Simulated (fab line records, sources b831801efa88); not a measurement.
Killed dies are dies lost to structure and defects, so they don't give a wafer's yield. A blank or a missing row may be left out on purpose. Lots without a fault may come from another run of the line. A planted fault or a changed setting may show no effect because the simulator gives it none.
Problem report in the 8D (eight disciplines) form, filled by code | flow sky130 | the parts of the form that need people (team, actions taken, sign-off) are left out

1. THE PROBLEM
heater_power_total_W at SKY_VT_ADJUST_LVTN_SOFTBAKE_14 reads a mean of 55.34 W on 6 wafers of 2 lots; wafers without a fault read 56.60 W with a standard deviation of 0.043. That is -29 standard deviations from the usual mean.
The step: time 60 s.
First seen on wafer L500.2, day 12 02:47, on litho_track-02. The record holds 42 wafers of 14 lots with a number at this step. Rule for "out", or "out of limits": more than 4 standard deviations from the usual mean. The other wafers with a number count as sound.

2. WHAT IT IS AND WHAT IT IS NOT
question                    | is                                 | is not
which readings at this step | heater_power_total_W, plate_temp_C | resist_line_temp_C
which lots                  | L500, L501                         | L483, L486, L488, L489, L490, L491, L492, L493, L496, L497, L504, L506
which wafers of those lots  | all that have a number             | -
read on which tools         | litho_track-02                     | litho_track-03, litho_track-04
when                        | from day 12 02:47                  | up to then (30 sound wafers); but 6 sound wafers of L504, L506 came after

3. SUSPECTS, AND WHAT RULES EACH OUT
Counting: a tool at a process step up to the reading stays a suspect if it ran every lot that is out and no sound lot after the first of them.
- litho_track-02 at SKY_VT_ADJUST_LVTN_SOFTBAKE_14 (time 60 s): kept. It ran every lot that is out, first L500 (day 12 02:47), and no sound lot after that; its last sound lot up to then is L496 (day 11 02:55). Its own readings are out on those wafers: heater_power_total_W, plate_temp_C.
Left after counting: litho_track-02 at SKY_VT_ADJUST_LVTN_SOFTBAKE_14.

4. THE CAUSE (what the simulator had put in)
Process parameter drift: litho_track-02, from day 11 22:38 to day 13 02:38, at SKY_VT_ADJUST_LVTN_SOFTBAKE_14. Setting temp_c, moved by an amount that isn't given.
Counting left only this tool.

5. THE CHAIN OF EFFECTS, in route order
Each row: a reading whose mean over the struck wafers that have a number lies more than 3 standard deviations from the usual. Only readings for which the record gives a usual standard deviation are gone through. hours: the time from each lot's start at the first step in this table that gives one to its start at this step, as a median over the lots. sigmas: the change in usual standard deviations.
hours | step                           | reading              | usual   | on struck wafers | change | sigmas
0     | SKY_VT_ADJUST_LVTN_SOFTBAKE_14 | heater_power_total_W | 56.60 W | 55.34            | -1.26  | -29
0     | SKY_VT_ADJUST_LVTN_SOFTBAKE_14 | plate_temp_C         | 90.00 C | 88.66            | -1.34  | -9.6
The process steps in it:
- SKY_VT_ADJUST_LVTN_SOFTBAKE_14: time 60 s.

6. WHAT WOULD HAVE CAUGHT IT SOONER
In this record the first reading out of limits was taken at day 12 02:47, 4 hours after the fault began at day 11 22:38.
